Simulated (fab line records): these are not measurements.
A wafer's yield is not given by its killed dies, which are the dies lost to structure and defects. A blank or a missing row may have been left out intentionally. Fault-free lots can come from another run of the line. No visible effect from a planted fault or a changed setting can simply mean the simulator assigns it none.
A lot that was struck, set against a sound lot | flow sky130 | 24 steps out of a route of 708
Sound: the wafers L993.4, L993.5, L993.6. Struck: wafer L103.4 (left out: L103.6, a lot-mate that was not struck); the cause follows at the end.
Order at every step that has rows: each side's tool, ch and its chambers, its first start. Under that, the readings that differ: sound wafers | struck wafers | difference of the means | sigmas: that difference in standard deviations of wafers without a fault.
alike: same words and numbers on both sides, and readings whose means sit less than 2 such deviations apart. not compared: any withheld reading, any reading some wafer has no value for, any bound like >300 that may hide the same value, and any number with overlapping values for which the record gives no deviation.
The two part at a step that has a row with sigmas, a row that says differs or no value, or rows on one side only. Non-overlapping numbers with no deviation appear without sigmas and do not part them. A reading that every wafer of one side lacks parts them only if that side has two wafers or more.

SKY_VIA1_CMP_02: polishes SiO2.
  sound on cmp-02 ch 0,1, day 34 01:32; struck on cmp-02 ch 0, day 37 08:11
  alike: motorCurrentA, retainingRingPressureFrac
SKY_VIA1_BOW_MEAS_03:
  sound: filmMetro-04 at day 34 01:50; struck: filmMetro-04 at day 37 08:33
  alike: VIA1_BOW
then, 8 steps without rows for these wafers: SKY_VIA1_DEHYDRATE_04 (time 60 s); SKY_VIA1_HMDS_05 (prime time 60 s); SKY_VIA1_COAT_06 (resist thk 60 nm); SKY_VIA1_COAT_07 (resist thk 450 nm); SKY_VIA1_SOFTBAKE_08 (time 90 s); SKY_VIA1_EXPOSE_09 (exposes mask VIM, target cd 150 nm); SKY_VIA1_PEB_10; SKY_VIA1_DEVELOP_11 (develop time 60 s).
SKY_VIA1_CD_MEAS_12 targets a cd of 150 nm.
  sound: cdSem-01 at day 35 05:19; struck: cdSem-01 at day 38 11:16
  alike: cdNm
SKY_VIA1_OVL_MEAS_13:
  sound: overlay-01 at day 35 05:24; struck: overlay-01 at day 38 11:21
  alike: VIA1_OVL
SKY_VIA1_ETCH_14: etches BARC in N2/H2, stops on SiO2, time 45.9 s, target depth 60 nm.
  sound on rieDiel-03 ch 1,2, day 35 05:25; struck on rieDiel-04 ch 1, day 38 11:22
reading                                    | sound             | struck | difference | sigmas
oesProductAu (a.u.)                        | 0.856 0.850 0.853 | 1.003  | +0.150     | +29
runLengthS (s)                             | 74.1 74.9 74.6    | 49.8   | -24.7      | -67
model.etch.depthNm (nm)                    | 60.09 59.81 60    | 36.77  | -23.20     | 
model.KrF-thick_of_VIA1_COAT_07.thkNm (nm) | 393.3 393.9 394   | 414.5  | +20.8      | 
model.VIA1.cdNm (nm)                       | 151.2 153.8 152   | 144.9  | -7.4       | 
  alike: drypumpMotorCurrentA, throttleValvePct
  not compared: rfHoursCounterH
SKY_VIA1_ETCH_15: etches SiO2 in C4F8/O2/Ar, stops on TiN, target depth 351 nm, time 54 s.
  sound on rieDiel-03 ch 1,2, day 35 05:28; struck on rieDiel-04 ch 1, day 38 11:25
reading                                    | sound             | struck | difference | sigmas
oesProductAu (a.u.)                        | 0.986 0.993 0.989 | 0.372  | -0.617     | -98
model.KrF-thick_of_VIA1_COAT_07.thkNm (nm) | 321.8 322.7 322.6 | 343.6  | +21.2      | 
  alike: runLengthS
  not compared: rfHoursCounterH
SKY_VIA1_STRIP_16: strips in O2/N2.
  sound on plasmaAsher-01 ch 0,1, day 35 05:32; struck on plasmaAsher-01 ch 0, day 38 11:29
reading                  | sound             | struck | difference | sigmas
drypumpMotorCurrentA (A) | 4.7 4.6 5.9       | 5.9    | +0.8       | +2
stripTimeToEndpointS (s) | 4.456 4.444 4.475 | 4.682  | +0.224     | +9
  alike: oesProductAu
  not compared: rfHoursCounterH
then, 3 steps without rows for these wafers: SKY_VIA1_STRIP_17 (strips in post etch residue remover, time 1200 s); SKY_VIA1_CLEAN_18 (cleans in IPA, time 180 s); SKY_VIA1_CLEAN_19 (cleans in O3/DIW).
SKY_VIA1_SPUTTER_20: material TiN, target thk 20 nm, time 80 s.
  sound: pvdSputter-04 at day 35 06:08; struck: pvdSputter-04 at day 38 12:05
  alike: throttleValvePct
SKY_VIA1_CVD_21: deposits W, target thk 270 nm, time 80.902 s.
  sound on cvdW-01 ch 0,1, day 35 06:11; struck on cvdW-02 ch 0, day 38 12:11
  alike: heaterPowerW, susceptorTempC
SKY_VIA1_CMP_24: polishes, stops on SiO2, t overpolish 15 s, target thk 0 nm.
  sound on cmp-02 ch 0,2,3, day 35 06:32; struck on cmp-01 ch 1, day 38 12:34
  alike: motorCurrentA, retainingRingPressureFrac
SKY_METAL2_SPUTTER_00: material Ti, target thk 15 nm, time 10 s.
  the record has rows for the sound wafers here (pvdSputter-01, day 35 06:44) and none for the struck ones
SKY_METAL2_SPUTTER_01: material TiN, target thk 20 nm, time 16.7 s.
  the record has rows for the sound wafers here (pvdSputter-01, day 35 06:45) and none for the struck ones
SKY_METAL2_SPUTTER_02: material AlCu, target thk 250 nm, time 13.3 s.
  the record has rows for the sound wafers here (pvdSputter-01, day 35 06:47) and none for the struck ones

== WHERE THEY PART ==
First at SKY_VIA1_ETCH_14; last, within this record, at SKY_METAL2_SPUTTER_02.

WHY: what had been put in by the simulator
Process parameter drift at SKY_VIA1_ETCH_14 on rieDiel-04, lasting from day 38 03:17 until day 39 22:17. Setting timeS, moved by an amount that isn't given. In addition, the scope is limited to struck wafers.
